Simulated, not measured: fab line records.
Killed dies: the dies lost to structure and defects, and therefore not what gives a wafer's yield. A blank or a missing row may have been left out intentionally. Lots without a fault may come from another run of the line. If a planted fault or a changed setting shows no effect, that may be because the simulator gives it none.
fab line records ; flow sfq-line
[record] lots = 6; wafers = 18; last-day = 91
route steps=325 shown INCOMING@1 L0@3
lots untouched by any fault: they come from a run of this same line in which no faults occurred
start-h: hours from the record's first day to the start of the lot's first wafer shown ; wait-h: hours elapsed since this lot's preceding step ; " repeats the value in the row above ; L1.1+2: one row covering several wafers at once ; - no value, or no start was given ; * or withheld: withheld ; < > ~ a bound
route shown NAME@n: names a module that has steps shown in the file, with the first one's number in the route ; usual: the fault-free wafers' mean and standard deviation ; same: alike in all rows ; chamber/n: place in a boat ; sites: each site's reading ; _std_site: how widely they spread, as a standard deviation ; _edge_site: inner sites' mean taken away from outer sites' mean ; radius-mm: for every site, how far away it sits from the centre of the wafer ; mask NAME#n: copy n ; behind: the most recent tool/chamber to have shaped the wafer ; hold: why the lot went on hold/how many hours it stayed there/how the hold came to an end ; device: the transistor (n, p or np) that didn't switch ; end of line: the same wafers' tests at the end of the route ; a step with no rows: only its recipe ; killed: not the wafer's yield, but the dies lost to structure and defects at the first sort ; map: dies across one wafer; x = killed, . = not, _ = none there
set.NAME: the run value of the setting; set.NAME@STEP: its run value at that earlier step ; model.NAME: the simulator's own value behind a step, which no gauge read
lots seen at some steps along the route; tables by step, rows by wafer
services: when a tool's chamber went out of use (start-h, in hours from the record's first day, below 0 if earlier), for how many hours, and the reason
[[steps]]
[step SFQ_INCOMING_BOW_MEAS_900]
[recipe] mode = bow
[usual] INCOMING_BOW = 0/6.6
lot.wafer;tool;chamber;start-h;wait-h;INCOMING_BOW[um]
L631.1;film-metro-03;-;10.00;-;6
L631.2;film-metro-03;-;10.00;-;-14
L631.3;film-metro-03;-;10.00;-;9
L632.2;film-metro-02;-;15.02;-;-2
L632.3;film-metro-02;-;15.02;-;-4
L632.5;film-metro-02;-;15.02;-;2
L640.1;film-metro-02;-;55.00;-;-1
L640.2;film-metro-02;-;55.00;-;0
L640.3;film-metro-02;-;55.00;-;6
L642.1;film-metro-01;-;65.00;-;-11
L642.2;film-metro-01;-;65.00;-;-4
L642.4;film-metro-01;-;65.00;-;2
L644.1;film-metro-02;-;75.00;-;7
L644.5;film-metro-02;-;75.00;-;-7
L644.6;film-metro-02;-;75.00;-;5
L653.1;film-metro-02;-;120.00;-;3
L653.3;film-metro-02;-;120.00;-;-5
L653.6;film-metro-02;-;120.00;-;-5
[step SFQ_TRILAYER_INCOMING_OXIDATION_002]
[recipe] temp-c = 1000; ambient = H2O; target-thk-a = 5000; p-h2o-torr = 720; ox-time-s = 4939
[step SFQ_TRILAYER_L0_DEP_SPUTTER_003]
[recipe] material = MoNx_KI; base-pressure-pa = 1.33e-06; target-thk-nm = 40; power-w = 800; time-s = 100; chamber-pressure-pa = 0.4
[usual] throttle-valve-pct = 30.5/0.97
lot.wafer;tool;chamber;start-h;wait-h;throttle-valve-pct
L631.1;pvd-sputter-03;-;12.49;0.0;29.1
L631.2;pvd-sputter-03;-;12.49;0.0;31.4
L631.3;pvd-sputter-03;-;12.49;0.0;31.9
L632.2;pvd-sputter-03;-;17.49;0.0;29.8
L632.3;pvd-sputter-03;-;17.49;0.0;31.9
L632.5;pvd-sputter-03;-;17.49;0.0;31.5
L640.1;pvd-sputter-03;-;57.49;0.0;29.8
L640.2;pvd-sputter-03;-;57.49;0.0;29.1
L640.3;pvd-sputter-03;-;57.49;0.0;31.5
L642.1;pvd-sputter-03;-;67.49;0.0;29.8
L642.2;pvd-sputter-03;-;67.49;0.0;31.8
L642.4;pvd-sputter-03;-;67.49;0.0;29.1
L644.1;pvd-sputter-04;-;77.49;0.0;29.8
L644.5;pvd-sputter-04;-;77.49;0.0;30.9
L644.6;pvd-sputter-04;-;77.49;0.0;29.7
L653.1;pvd-sputter-04;-;122.49;0.0;30.4
L653.3;pvd-sputter-04;-;122.49;0.0;31.2
L653.6;pvd-sputter-04;-;122.49;0.0;31.2
[step SFQ_L0_RS_MEAS_901]
[recipe] thk-meas-gauge = four-point-probe; reads = MoNx_KI_of_TRILAYER_L0_DEP_SPUTTER_003
[usual] L0_MONX_KI_RS = 43.5/0.49
lot.wafer;tool;chamber;start-h;wait-h;L0_MONX_KI_RS[ohm/sq]
L631.1;film-metro-02;-;12.56;0.0;43.3
L631.2;film-metro-02;-;12.56;0.0;43.2
L631.3;film-metro-02;-;12.56;0.0;43.0
L632.2;film-metro-02;-;17.58;0.1;43.3
L632.3;film-metro-02;-;17.58;0.1;43.8
L632.5;film-metro-02;-;17.58;0.1;43.9
L640.1;film-metro-04;-;57.56;0.0;44.1
L640.2;film-metro-04;-;57.56;0.0;60.8
L640.3;film-metro-04;-;57.56;0.0;44.4
L642.1;film-metro-03;-;67.56;0.0;43.0
L642.2;film-metro-03;-;67.56;0.0;43.0
L642.4;film-metro-03;-;67.56;0.0;60.0
L644.1;film-metro-03;-;77.72;0.2;43.0
L644.5;film-metro-03;-;77.72;0.2;42.9
L644.6;film-metro-03;-;77.72;0.2;43.3
L653.1;film-metro-02;-;122.56;0.0;42.8
L653.3;film-metro-02;-;122.56;0.0;43.2
L653.6;film-metro-02;-;122.56;0.0;43.2
[step SFQ_L0_THK_MEAS_902]
[recipe] thk-meas-gauge = xrf; reads = MoNx_KI_of_TRILAYER_L0_DEP_SPUTTER_003
[usual] L0_MONX_KI_THK = 40.2/0.46
lot.wafer;tool;chamber;start-h;wait-h;L0_MONX_KI_THK[nm]
L631.1;film-metro-02;-;12.68;0.1;40.4
L631.2;film-metro-02;-;12.68;0.1;40.3
L631.3;film-metro-02;-;12.68;0.1;40.6
L632.2;film-metro-02;-;17.69;0.1;40.2
L632.3;film-metro-02;-;17.69;0.1;39.7
L632.5;film-metro-02;-;17.69;0.1;39.9
L640.1;film-metro-04;-;57.68;0.1;39.8
L640.2;film-metro-04;-;57.68;0.1;31.7
L640.3;film-metro-04;-;57.68;0.1;39.3
L642.1;film-metro-03;-;67.68;0.1;40.5
L642.2;film-metro-03;-;67.68;0.1;40.3
L642.4;film-metro-03;-;67.68;0.1;32.3
L644.1;film-metro-03;-;77.84;0.1;40.6
L644.5;film-metro-03;-;77.84;0.1;40.9
L644.6;film-metro-03;-;77.84;0.1;40.6
L653.1;film-metro-02;-;122.68;0.1;40.7
L653.3;film-metro-02;-;122.68;0.1;40.1
L653.6;film-metro-02;-;122.68;0.1;40.4
[step SFQ_TRILAYER_L0_LITHO_COAT_010]
[recipe] resist = BARC; spin-rpm = 3000; resist-thk-nm = 62
[step SFQ_TRILAYER_L0_LITHO_COAT_005]
[recipe] resist = KrF; spin-rpm = 3000; resist-thk-nm = 600
[step SFQ_TRILAYER_L0_LITHO_SOFTBAKE_009]
[recipe] temp-c = withheld; time-s = withheld; resist = KrF
[step SFQ_TRILAYER_L0_LITHO_EXPOSE_006]
[recipe] mask-id = L0; na = 0.6; source-shape = conventional; sigma-outer = 0.65; target-cd-nm = 2000; dose-mj = 14.4
[step SFQ_TRILAYER_L0_LITHO_PEB_008]
[recipe] peb-temp-c = 115; peb-time-s = 60; resist = KrF
[step SFQ_TRILAYER_L0_LITHO_DEVELOP_007]
[recipe] time-s = 60; resist = KrF
[step SFQ_TRILAYER_L0_BARC_OPEN_METAL_ETCH_010]
[recipe] mask-material = PR; chemistry = O2; target-depth-nm = 125; target = BARC; icp-w = 600; bias-w = 80; pressure-mtorr = 10; time-s = 41.7
[usual] drypump-motor-current-A = 6.1/0.45; oes-product-au = 0.684/0.0044
lot.wafer;tool;chamber;start-h;wait-h;drypump-motor-current-A;oes-product-au;rf-hours-counter-h
L631.1;rie-metal-02;0;77.55;0.1;6.1;0.688;3
L631.2;rie-metal-02;1;77.55;0.1;5.6;0.673;109
L631.3;rie-metal-02;0;77.55;0.1;6.1;0.682;-
L632.2;rie-metal-01;0;85.95;0.1;5.4;0.681;94
L632.3;rie-metal-01;0;85.95;0.1;5.4;0.685;-
L632.5;rie-metal-01;0;85.95;0.1;5.4;0.689;-
L640.1;rie-metal-04;0;123.15;0.1;6.4;0.680;108
L640.2;rie-metal-04;1;123.15;0.1;6.6;0.691;116
L640.3;rie-metal-04;1;123.15;0.1;6.6;0.691;-
L642.1;rie-metal-02;1;126.75;0.1;5.5;0.686;118
L642.2;rie-metal-02;0;126.75;0.1;6.1;0.680;12
L642.4;rie-metal-02;0;126.75;0.1;6.1;0.683;-
L644.1;rie-metal-02;1;129.15;0.1;5.6;0.680;119
L644.5;rie-metal-02;0;129.15;0.1;6.1;0.690;-
L644.6;rie-metal-02;1;129.15;0.1;5.6;0.684;-
L653.1;rie-metal-01;1;196.59;0.1;5.6;0.689;19
L653.3;rie-metal-01;0;196.59;0.1;5.3;0.680;-
L653.6;rie-metal-01;1;196.59;0.1;5.6;0.681;-
[step SFQ_TRILAYER_L0_ETCH_METAL_ETCH_008]
[recipe] target = MoNx_KI; stop-on = SiO2; mask-material = PR; chemistry = SF6/O2; target-depth-nm = 50; icp-w = 600; bias-w = 80; pressure-mtorr = 10; time-s = 25
[usual] drypump-motor-current-A = 6.1/0.45; oes-product-au = 0.873/0.007
lot.wafer;tool;chamber;start-h;wait-h;drypump-motor-current-A;oes-product-au;rf-hours-counter-h
L631.1;rie-metal-02;0;77.61;0.0;6.0;0.880;3
L631.2;rie-metal-02;1;77.61;0.0;5.6;0.876;109
L631.3;rie-metal-02;0;77.61;0.0;6.0;0.874;-
L632.2;rie-metal-01;0;86.01;0.0;5.4;0.873;94
L632.3;rie-metal-01;0;86.01;0.0;5.4;0.877;-
L632.5;rie-metal-01;0;86.01;0.0;5.3;0.863;-
L640.1;rie-metal-04;0;123.21;0.0;6.5;0.875;108
L640.2;rie-metal-04;1;123.21;0.0;6.6;0.770;116
L640.3;rie-metal-04;1;123.21;0.0;6.6;0.865;-
L642.1;rie-metal-02;1;126.81;0.0;5.5;0.875;118
L642.2;rie-metal-02;0;126.81;0.0;6.0;0.874;12
L642.4;rie-metal-02;0;126.81;0.0;6.0;0.777;-
L644.1;rie-metal-02;1;129.21;0.0;5.6;0.869;119
L644.5;rie-metal-02;0;129.21;0.0;6.1;0.877;-
L644.6;rie-metal-02;1;129.21;0.0;5.6;0.872;-
L653.1;rie-metal-01;1;196.65;0.0;5.6;0.874;19
L653.3;rie-metal-01;0;196.65;0.0;5.4;0.883;-
L653.6;rie-metal-01;1;196.65;0.0;5.6;0.883;-
[step SFQ_TRILAYER_L0_STRIP_STRIP_009]
[recipe] gas = O2; power-w = 200; platen-temp-c = 40; overash-fraction = 0.65; chemistry = O2; pressure-mtorr = 50
[usual] drypump-motor-current-A = 6.1/0.45; oes-product-au = 0.999/0.01
lot.wafer;tool;chamber;start-h;wait-h;drypump-motor-current-A;oes-product-au;rf-hours-counter-h
L631.1;rie-metal-02;0;77.65;0.0;6.1;0.997;3
L631.2;rie-metal-02;1;77.65;0.0;5.6;1.004;109
L631.3;rie-metal-02;0;77.65;0.0;6.0;0.996;-
L632.2;rie-metal-01;0;86.05;0.0;5.3;0.991;94
L632.3;rie-metal-01;0;86.05;0.0;5.4;0.988;-
L632.5;rie-metal-01;0;86.05;0.0;5.4;0.996;-
L640.1;rie-metal-04;0;123.25;0.0;6.4;1.010;108
L640.2;rie-metal-04;1;123.25;0.0;6.6;0.985;116
L640.3;rie-metal-04;1;123.25;0.0;6.6;0.985;-
L642.1;rie-metal-02;1;126.85;0.0;5.6;1.004;118
L642.2;rie-metal-02;0;126.85;0.0;6.1;0.996;12
L642.4;rie-metal-02;0;126.85;0.0;6.0;0.998;-
L644.1;rie-metal-02;1;129.25;0.0;5.6;0.992;119
L644.5;rie-metal-02;0;129.25;0.0;6.0;0.976;-
L644.6;rie-metal-02;1;129.25;0.0;5.6;0.990;-
L653.1;rie-metal-01;1;196.70;0.0;5.6;0.996;19
L653.3;rie-metal-01;0;196.70;0.0;5.4;1.001;-
L653.6;rie-metal-01;1;196.70;0.0;5.6;1.002;-
[[services]]
tool;chamber;start-h;hours;kind
rie-metal-02;0;9.28;12.9;repair
rie-metal-02;0;46.38;-;clean
rie-metal-02;0;46.38;-;consumable-replace:focus-ring
rie-metal-02;0;46.38;19.0;scheduled-down
rie-metal-02;0;46.38;19.0;vent-cycle
rie-metal-01;1;52.72;-;clean
rie-metal-01;1;52.72;-;consumable-replace:focus-ring
rie-metal-01;1;52.72;20.0;scheduled-down
rie-metal-01;1;52.72;20.0;vent-cycle
rie-metal-01;-;54.87;4.3;pm
pvd-sputter-04;-;70.11;2.4;repair
pvd-sputter-03;-;102.38;2.9;repair
pvd-sputter-04;-;115.77;2.3;repair
rie-metal-04;-;121.53;1.4;pm
rie-metal-02;-;127.45;1.4;pm
rie-metal-04;0;148.24;13.7;repair
rie-metal-04;1;179.79;14.2;repair
pvd-sputter-04;1;183.99;-;consumable-replace:kit
pvd-sputter-04;1;183.99;18.0;scheduled-down
pvd-sputter-04;1;183.99;18.0;vent-cycle
[[key]]
[first-sign] step = SFQ_L0_RS_MEAS_901; reading = L0_MONX_KI_RS; direction = up; sigmas = 34; usual = 43.5; struck = 60.4
[effect] step = SFQ_L0_THK_MEAS_902; reading = L0_MONX_KI_THK; direction = down; sigmas = 18; usual = 40.2; struck = 32.0
[effect] step = SFQ_TRILAYER_L0_ETCH_METAL_ETCH_008; reading = oes-product-au; direction = down; sigmas = 14; usual = 0.873; struck = 0.773
met-at SFQ_TRILAYER_L0_DEP_SPUTTER_003
struck-wafers L640.2,L642.4
onset-between 12.49 57.49
[fault] kind = site-profile-drift; tool = pvd-sputter-03; chamber = -; onset-h = 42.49; steps = SFQ_TRILAYER_L0_DEP_SPUTTER_003; basis = fraction; max-abs-drift = 0.46882; slope-share-per-hr = 104.18; site-pattern = 0,0,0,0,0,-1,-1,-1,-1; scope = struck-wafers-only
